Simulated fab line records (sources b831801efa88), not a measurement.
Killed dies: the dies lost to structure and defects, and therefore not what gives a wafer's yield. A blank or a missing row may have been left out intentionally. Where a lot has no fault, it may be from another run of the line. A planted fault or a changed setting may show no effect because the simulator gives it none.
Which tool did it? :: flow sky130 :: 7 lots with 21 wafers sampled at 2 steps, on a route of 708 steps

## WHAT EACH GAUGE READ, for each wafer
SKY_SD_N_OVL_MEAS_08.
lot: L768
measured: day 30 01:57
on: overlay-01
SD_N_OVL (nm): 0.4 0.0 0.7

lot: L772
measured: day 30 16:28
on: overlay-01
SD_N_OVL (nm): -1.2 -0.3 -2.5

lot: L773
measured: day 30 23:39
on: overlay-02
SD_N_OVL (nm): -0.4 1.2 -1.4

lot: L777
measured: day 32 05:48
on: overlay-02
SD_N_OVL (nm): -0.4 -0.8 -1.4

lot: L782
measured: day 34 00:19
on: overlay-01
SD_N_OVL (nm): -1.7 -0.2 0.5

lot: L785
measured: day 35 00:48
on: overlay-02
SD_N_OVL (nm): - - -

lot: L787
measured: day 35 08:50
on: overlay-01
SD_N_OVL (nm): 1.0 1.4 -0.9

## WHICH TOOL RAN EACH LOT (tool, then ch and the chambers of the sampled wafers, then the start)
lot: L768
SKY_SD_N_EXPOSE_04: ilineStepper-01 ch 0, day 29 11:16

lot: L772
SKY_SD_N_EXPOSE_04: ilineStepper-02 ch 0, day 30 02:27

lot: L773
SKY_SD_N_EXPOSE_04: ilineStepper-01 ch 0, day 30 09:19

lot: L777
SKY_SD_N_EXPOSE_04: ilineStepper-02 ch 0, day 31 16:17

lot: L782
SKY_SD_N_EXPOSE_04: ilineStepper-02 ch 0, day 33 11:22

lot: L785
SKY_SD_N_EXPOSE_04: ilineStepper-01, day 34 11:38

lot: L787
SKY_SD_N_EXPOSE_04: ilineStepper-02 ch 0, day 34 20:17
- SKY_SD_N_EXPOSE_04: exposes mask NSDM, target cd 380 nm.

## THE ANSWER, worked out from the rows above alone
Rule: the lots themselves supply what counts as usual. Put in order of their means at a reading, lots are off if they are a third of the lots or fewer, leave a main group of 4 or more, and stand apart from it by a gap of 3 or more times the standard deviation of the main group's means; of several such gaps the widest counts. A main group is skipped when, at the precision printed for the reading in the tables above, its means are all equal. Also off: a lot with no number at a reading for which 4 or more lots have one. Where the step has rows for the other lots, those lots are counted as sound.
Off: at SKY_SD_N_OVL_MEAS_08 (SD_N_OVL), L785. Without a number there: L785. The main group: mean -0.3 nm, standard deviation 0.65.
A tool fits if, at a process step before that reading, it ran every lot that is off, and no sound lot after the first of them. Those tools and the gauges at SKY_SD_N_OVL_MEAS_08 are tried in the same way. 2 tools fit, ilineStepper-01 at SKY_SD_N_EXPOSE_04 and overlay-02 at SKY_SD_N_OVL_MEAS_08, so this cannot tell which one it is.

## WHAT THE SIMULATOR PUT IN
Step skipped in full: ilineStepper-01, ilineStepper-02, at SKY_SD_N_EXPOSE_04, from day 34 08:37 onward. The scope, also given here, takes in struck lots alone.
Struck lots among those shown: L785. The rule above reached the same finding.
